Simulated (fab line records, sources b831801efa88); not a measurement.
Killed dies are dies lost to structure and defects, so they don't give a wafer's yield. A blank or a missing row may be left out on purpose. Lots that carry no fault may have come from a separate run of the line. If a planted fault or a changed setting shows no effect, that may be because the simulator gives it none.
fab line records -- flow gf180mcu
[record] lots = 7, wafers = 21, last_day = 34
route steps=602 shown M1@315
lots with no fault: from the same line, run without faults
start_h: start of the lot's first displayed wafer, in hours after the record's first day -- wait_h: hours elapsed since this lot's preceding step -- " repeats the value in the row above -- L1.1+2: several wafers, shown together as one row -- - either no value or no given start -- * or withheld: withheld -- < > ~ a bound
route shown NAME@n: a module of which the file shows steps, and the number in the route of the first -- usual: mean and standard deviation over wafers with no fault -- same: alike in all rows -- chamber/n: place in a boat -- sites: readings site by site -- _std_site: the values' standard deviation -- _edge_site: outer sites' mean less inner sites' -- radius_mm: for every site, how far away it sits from the centre of the wafer -- mask NAME#n: copy n -- behind: the most recent tool/chamber to have shaped the wafer -- hold: the reason the lot was held/the length of the hold in hours/how it ended -- device: names the non-switching transistor (n, p or np) -- end of line: tests of these same wafers at the route's end -- a step with no rows: only its recipe -- killed: dies that structure and defects cost at the first sort, which is not the same as the wafer's yield -- map: shows each die of a wafer: x if killed, . if not, _ if none is there
set.NAME: the setting as run; set.NAME@STEP: as run at that earlier step -- model.NAME: the simulator's own value behind a step, which no gauge read
certain route steps with their lots: each step a table, each wafer a row
services: from which hour (start_h, from the record's first day; less than 0 if before it) a tool's chamber was out of use, for how many hours, and why
[[steps]]
[step GF_M1_SPUTTER_00]
[recipe] material = Ti, target_thk_nm = 37.5, arriving_ion_energy_ev = 80, substrate_temp_c = 200, chamber_pressure_pa = 2, power_w = 4000, time_s = 150
[usual] substrate_temp_c = 199.98/0.17, throttle_valve_pct = 29.7/0.78
lot.wafer,tool,chamber,start_h,wait_h,substrate_temp_c,throttle_valve_pct
L398.2,pvd_sputter-03,-,412.20,0.2,200.32,28.9
L398.3,pvd_sputter-03,-,412.20,0.2,199.90,29.6
L398.6,pvd_sputter-03,-,412.20,0.2,199.92,30.4
L399.3,pvd_sputter-02,-,417.86,0.1,199.97,29.6
L399.4,pvd_sputter-02,-,417.86,0.1,199.82,29.7
L399.6,pvd_sputter-02,-,417.86,0.1,200.05,29.4
L401.2,pvd_sputter-03,-,437.06,0.1,200.21,29.7
L401.4,pvd_sputter-03,-,437.06,0.1,199.99,30.3
L401.6,pvd_sputter-03,-,437.06,0.1,200.04,29.0
L402.1,pvd_sputter-01,-,446.10,0.1,199.86,31.1
L402.4,pvd_sputter-01,-,446.10,0.1,200.08,29.0
L402.6,pvd_sputter-01,-,446.10,0.1,200.22,29.3
L403.1,pvd_sputter-03,-,461.24,0.1,200.08,30.2
L403.2,pvd_sputter-03,-,461.24,0.1,199.79,29.0
L403.4,pvd_sputter-03,-,461.24,0.1,199.99,29.7
L411.1,pvd_sputter-03,-,531.04,0.1,200.11,29.4
L411.2,pvd_sputter-03,-,531.04,0.1,199.78,29.7
L411.6,pvd_sputter-03,-,531.04,0.1,199.64,29.0
L416.2,pvd_sputter-01,-,567.59,0.2,199.96,31.5
L416.3,pvd_sputter-01,-,567.59,0.2,200.07,28.7
L416.5,pvd_sputter-01,-,567.59,0.2,200.25,29.3
[step GF_M1_SPUTTER_01]
[recipe] material = TiN, target_thk_nm = 30, power_w = 6500, time_s = 25, chamber_pressure_pa = 0.4
[usual] throttle_valve_pct = 29.7/0.79
lot.wafer,tool,chamber,start_h,wait_h,throttle_valve_pct
L398.2,pvd_sputter-03,-,412.30,0.1,28.9
L398.3,pvd_sputter-03,-,412.30,0.1,29.8
L398.6,pvd_sputter-03,-,412.30,0.1,30.3
L399.3,pvd_sputter-02,-,417.96,0.1,29.4
L399.4,pvd_sputter-02,-,417.96,0.1,29.7
L399.6,pvd_sputter-02,-,417.96,0.1,29.3
L401.2,pvd_sputter-03,-,437.16,0.1,29.7
L401.4,pvd_sputter-03,-,437.16,0.1,30.3
L401.6,pvd_sputter-03,-,437.16,0.1,28.9
L402.1,pvd_sputter-01,-,446.20,0.1,31.6
L402.4,pvd_sputter-01,-,446.20,0.1,29.1
L402.6,pvd_sputter-01,-,446.20,0.1,29.2
L403.1,pvd_sputter-03,-,461.34,0.1,30.0
L403.2,pvd_sputter-03,-,461.34,0.1,28.8
L403.4,pvd_sputter-03,-,461.34,0.1,29.6
L411.1,pvd_sputter-03,-,531.14,0.1,29.7
L411.2,pvd_sputter-03,-,531.14,0.1,30.0
L411.6,pvd_sputter-03,-,531.14,0.1,28.7
L416.2,pvd_sputter-01,-,567.69,0.1,31.2
L416.3,pvd_sputter-01,-,567.69,0.1,28.8
L416.5,pvd_sputter-01,-,567.69,0.1,29.2
[step GF_M1_SPUTTER_02]
[recipe] material = AlCu, target_thk_nm = 450, power_w = 10600, time_s = 23.9, chamber_pressure_pa = 0.4
[usual] throttle_valve_pct = 29.6/0.78
lot.wafer,tool,chamber,start_h,wait_h,throttle_valve_pct
L398.2,pvd_sputter-03,-,412.33,0.0,28.8
L398.3,pvd_sputter-03,-,412.33,0.0,29.9
L398.6,pvd_sputter-03,-,412.33,0.0,30.4
L399.3,pvd_sputter-02,-,417.99,0.0,29.4
L399.4,pvd_sputter-02,-,417.99,0.0,29.4
L399.6,pvd_sputter-02,-,417.99,0.0,29.3
L401.2,pvd_sputter-03,-,437.19,0.0,29.4
L401.4,pvd_sputter-03,-,437.19,0.0,30.2
L401.6,pvd_sputter-03,-,437.19,0.0,28.7
L402.1,pvd_sputter-01,-,446.24,0.0,31.1
L402.4,pvd_sputter-01,-,446.24,0.0,28.8
L402.6,pvd_sputter-01,-,446.24,0.0,28.9
L403.1,pvd_sputter-03,-,461.37,0.0,30.2
L403.2,pvd_sputter-03,-,461.37,0.0,28.6
L403.4,pvd_sputter-03,-,461.37,0.0,29.5
L411.1,pvd_sputter-03,-,531.17,0.0,29.8
L411.2,pvd_sputter-03,-,531.17,0.0,29.7
L411.6,pvd_sputter-03,-,531.17,0.0,28.8
L416.2,pvd_sputter-01,-,567.72,0.0,31.3
L416.3,pvd_sputter-01,-,567.72,0.0,28.8
L416.5,pvd_sputter-01,-,567.72,0.0,28.9
[step GF_M1_SPUTTER_03]
[recipe] material = Ti, target_thk_nm = 10, substrate_temp_c = 300, chamber_pressure_pa = 0.3, power_w = 3000, time_s = 6.7
[usual] substrate_temp_c = 300.01/0.19, throttle_valve_pct = 29.6/0.79
lot.wafer,tool,chamber,start_h,wait_h,substrate_temp_c,throttle_valve_pct
L398.2,pvd_sputter-03,-,412.36,0.0,300.17,28.7
L398.3,pvd_sputter-03,-,412.36,0.0,300.33,29.6
L398.6,pvd_sputter-03,-,412.36,0.0,300.13,30.4
L399.3,pvd_sputter-02,-,418.02,0.0,300.03,29.5
L399.4,pvd_sputter-02,-,418.02,0.0,299.69,29.6
L399.6,pvd_sputter-02,-,418.02,0.0,299.88,29.4
L401.2,pvd_sputter-03,-,437.22,0.0,299.78,29.6
L401.4,pvd_sputter-03,-,437.22,0.0,300.12,30.2
L401.6,pvd_sputter-03,-,437.22,0.0,300.21,28.9
L402.1,pvd_sputter-01,-,446.27,0.0,299.75,31.1
L402.4,pvd_sputter-01,-,446.27,0.0,299.91,28.8
L402.6,pvd_sputter-01,-,446.27,0.0,299.77,29.1
L403.1,pvd_sputter-03,-,461.40,0.0,300.12,30.2
L403.2,pvd_sputter-03,-,461.40,0.0,300.39,28.6
L403.4,pvd_sputter-03,-,461.40,0.0,300.13,29.6
L411.1,pvd_sputter-03,-,531.20,0.0,299.59,29.7
L411.2,pvd_sputter-03,-,531.20,0.0,300.10,29.4
L411.6,pvd_sputter-03,-,531.20,0.0,300.13,28.8
L416.2,pvd_sputter-01,-,567.75,0.0,300.30,31.2
L416.3,pvd_sputter-01,-,567.75,0.0,299.72,28.9
L416.5,pvd_sputter-01,-,567.75,0.0,300.13,29.1
[step GF_M1_SPUTTER_04]
[recipe] material = TiN, target_thk_nm = 50, power_w = 6500, time_s = 41.7, chamber_pressure_pa = 0.4
[usual] throttle_valve_pct = 29.7/0.81
lot.wafer,tool,chamber,start_h,wait_h,throttle_valve_pct
L398.2,pvd_sputter-03,-,412.38,0.0,28.8
L398.3,pvd_sputter-03,-,412.38,0.0,29.7
L398.6,pvd_sputter-03,-,412.38,0.0,30.2
L399.3,pvd_sputter-02,-,418.04,0.0,29.3
L399.4,pvd_sputter-02,-,418.04,0.0,29.7
L399.6,pvd_sputter-02,-,418.04,0.0,29.6
L401.2,pvd_sputter-03,-,437.24,0.0,29.8
L401.4,pvd_sputter-03,-,437.24,0.0,30.3
L401.6,pvd_sputter-03,-,437.24,0.0,28.8
L402.1,pvd_sputter-01,-,446.29,0.0,31.0
L402.4,pvd_sputter-01,-,446.29,0.0,28.8
L402.6,pvd_sputter-01,-,446.29,0.0,29.1
L403.1,pvd_sputter-03,-,461.42,0.0,30.1
L403.2,pvd_sputter-03,-,461.42,0.0,28.9
L403.4,pvd_sputter-03,-,461.42,0.0,29.5
L411.1,pvd_sputter-03,-,531.22,0.0,29.7
L411.2,pvd_sputter-03,-,531.22,0.0,29.7
L411.6,pvd_sputter-03,-,531.22,0.0,29.0
L416.2,pvd_sputter-01,-,567.78,0.0,31.3
L416.3,pvd_sputter-01,-,567.78,0.0,28.9
L416.5,pvd_sputter-01,-,567.78,0.0,29.2
[step GF_M1_RS_MEAS_05]
[recipe] thk_meas_gauge = four-point-probe, reads = TiN_of_M1_SPUTTER_04+Ti_of_M1_SPUTTER_03+AlCu_of_M1_SPUTTER_02+TiN_of_M1_SPUTTER_01+Ti_of_M1_SPUTTER_00
[usual] M1_ALCU_RS = 0.0695/0.00095
lot.wafer,tool,chamber,start_h,wait_h,M1_ALCU_RS[ohm/sq]
L398.2,film_metro-04,-,412.44,0.0,0.0692
L398.3,film_metro-04,-,412.44,0.0,0.0690
L398.6,film_metro-04,-,412.44,0.0,0.0680
L399.3,film_metro-01,-,418.12,0.1,0.0697
L399.4,film_metro-01,-,418.12,0.1,0.0691
L399.6,film_metro-01,-,418.12,0.1,0.0702
L401.2,film_metro-01,-,437.30,0.0,0.0696
L401.4,film_metro-01,-,437.30,0.0,0.0685
L401.6,film_metro-01,-,437.30,0.0,0.0703
L402.1,film_metro-01,-,446.33,0.0,0.0717
L402.4,film_metro-01,-,446.33,0.0,0.0703
L402.6,film_metro-01,-,446.33,0.0,0.0722
L403.1,film_metro-03,-,461.46,0.0,0.0678
L403.2,film_metro-03,-,461.46,0.0,0.0693
L403.4,film_metro-03,-,461.46,0.0,0.0684
L411.1,film_metro-04,-,531.29,0.1,0.0692
L411.2,film_metro-04,-,531.29,0.1,0.0689
L411.6,film_metro-04,-,531.29,0.1,0.0698
L416.2,film_metro-01,-,567.84,0.0,0.0709
L416.3,film_metro-01,-,567.84,0.0,0.0694
L416.5,film_metro-01,-,567.84,0.0,0.0702
[step GF_M1_THK_MEAS_06]
[recipe] thk_meas_gauge = xrf, reads = AlCu_of_M1_SPUTTER_02
[usual] M1_ALCU_THK = 447/6.8
lot.wafer,tool,chamber,start_h,wait_h,M1_ALCU_THK[nm]
L398.2,film_metro-04,-,412.55,0.1,447
L398.3,film_metro-04,-,412.55,0.1,447
L398.6,film_metro-04,-,412.55,0.1,455
L399.3,film_metro-01,-,418.22,0.1,444
L399.4,film_metro-01,-,418.22,0.1,445
L399.6,film_metro-01,-,418.22,0.1,442
L401.2,film_metro-01,-,437.41,0.1,447
L401.4,film_metro-01,-,437.41,0.1,453
L401.6,film_metro-01,-,437.41,0.1,445
L402.1,film_metro-01,-,446.45,0.1,431
L402.4,film_metro-01,-,446.45,0.1,441
L402.6,film_metro-01,-,446.45,0.1,427
L403.1,film_metro-03,-,461.58,0.1,461
L403.2,film_metro-03,-,461.58,0.1,451
L403.4,film_metro-03,-,461.58,0.1,457
L411.1,film_metro-04,-,531.41,0.1,447
L411.2,film_metro-04,-,531.41,0.1,451
L411.6,film_metro-04,-,531.41,0.1,446
L416.2,film_metro-01,-,567.95,0.1,440
L416.3,film_metro-01,-,567.95,0.1,447
L416.5,film_metro-01,-,567.95,0.1,445
[step GF_M1_DEHYDRATE_07]
[recipe] temp_c = 200, time_s = 60
[step GF_M1_HMDS_08]
[recipe] prime_time_s = 60, prime_temp_c = 120
[step GF_M1_COAT_09]
[recipe] resist = KrF, spin_rpm = withheld, resist_thk_nm = 1000
[step GF_M1_SOFTBAKE_10]
[recipe] temp_c = 130, time_s = 60, resist = KrF
[step GF_M1_EXPOSE_11]
[recipe] mask_id = Metal1, target_cd_nm = 230, na = 0.68, source_shape = conventional, sigma_outer = 0.6, dose_mj = 28
[step GF_M1_PEB_12]
[recipe] peb_temp_c = 135, peb_time_s = 90, resist = KrF
[usual] chill_plate_temp_C = 22.97/0.093, exhaust_pa = 44.7/0.82
lot.wafer,tool,chamber,start_h,wait_h,chill_plate_temp_C,exhaust_pa
L398.2,litho_track-01,0,435.77,-,23.07,44.5
L398.3,litho_track-01,0,435.77,-,22.98,43.8
L398.6,litho_track-01,0,435.77,-,23.06,45.3
L399.3,litho_track-03,0,442.26,-,22.83,44.9
L399.4,litho_track-03,0,442.26,-,22.94,45.3
L399.6,litho_track-03,0,442.26,-,22.83,46.1
L401.2,litho_track-03,-,460.92,-,-,-
L401.4,litho_track-03,-,460.92,-,-,-
L401.6,litho_track-03,-,460.92,-,-,-
L402.1,litho_track-01,-,470.84,-,-,-
L402.4,litho_track-01,-,470.84,-,-,-
L402.6,litho_track-01,-,470.84,-,-,-
L403.1,litho_track-03,-,484.94,-,-,-
L403.2,litho_track-03,-,484.94,-,-,-
L403.4,litho_track-03,-,484.94,-,-,-
L411.1,litho_track-01,0,553.68,-,22.93,44.5
L411.2,litho_track-01,0,553.68,-,23.15,45.5
L411.6,litho_track-01,0,553.68,-,23.13,43.5
L416.2,litho_track-02,0,589.88,-,22.94,45.0
L416.3,litho_track-02,0,589.88,-,22.86,44.2
L416.5,litho_track-02,0,589.88,-,22.98,45.4
[step GF_M1_DEVELOP_13]
[recipe] develop_time_s = 60, dev_temp_c = 21
[[services]]
tool,chamber,start_h,hours,kind
pvd_sputter-03,-,421.17,4.7,repair
pvd_sputter-01,-,436.64,2.1,repair
pvd_sputter-02,-,494.81,1.5,repair
pvd_sputter-02,-,527.28,3.8,repair
pvd_sputter-02,-,542.72,1.8,repair
pvd_sputter-01,-,546.88,3.5,repair
pvd_sputter-03,-,579.51,0.5,repair
[[key]]
[first_sign] step = GF_M1_PEB_12, reading = tool_record, direction = missing
effect none on later readings
met_at GF_M1_PEB_12
struck_wafers L401.2,L401.4,L401.6,L402.1,L402.4,L402.6,L403.1,L403.2,L403.4
later_rows_left_out L401.2,L401.4,L401.6,L402.1,L402.4,L402.6,L403.1,L403.2,L403.4
sort_left_out L401.2,L401.4,L401.6,L402.1,L402.4,L402.6,L403.1,L403.2,L403.4
onset_between 442.26 460.92
[fault] kind = skipped_step_whole, tool = litho_track-01,litho_track-03, chamber = -, onset_h = 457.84, steps = GF_M1_PEB_12, scope = struck_lots_only
// sort_left_out: the simulated sort isn't trusted on such a fault, so these wafers' sort isn't shown, and their yield isn't known
// later_rows_left_out: the simulator's readings of these wafers behind a module that went badly wrong aren't trusted and aren't shown, but for the sort
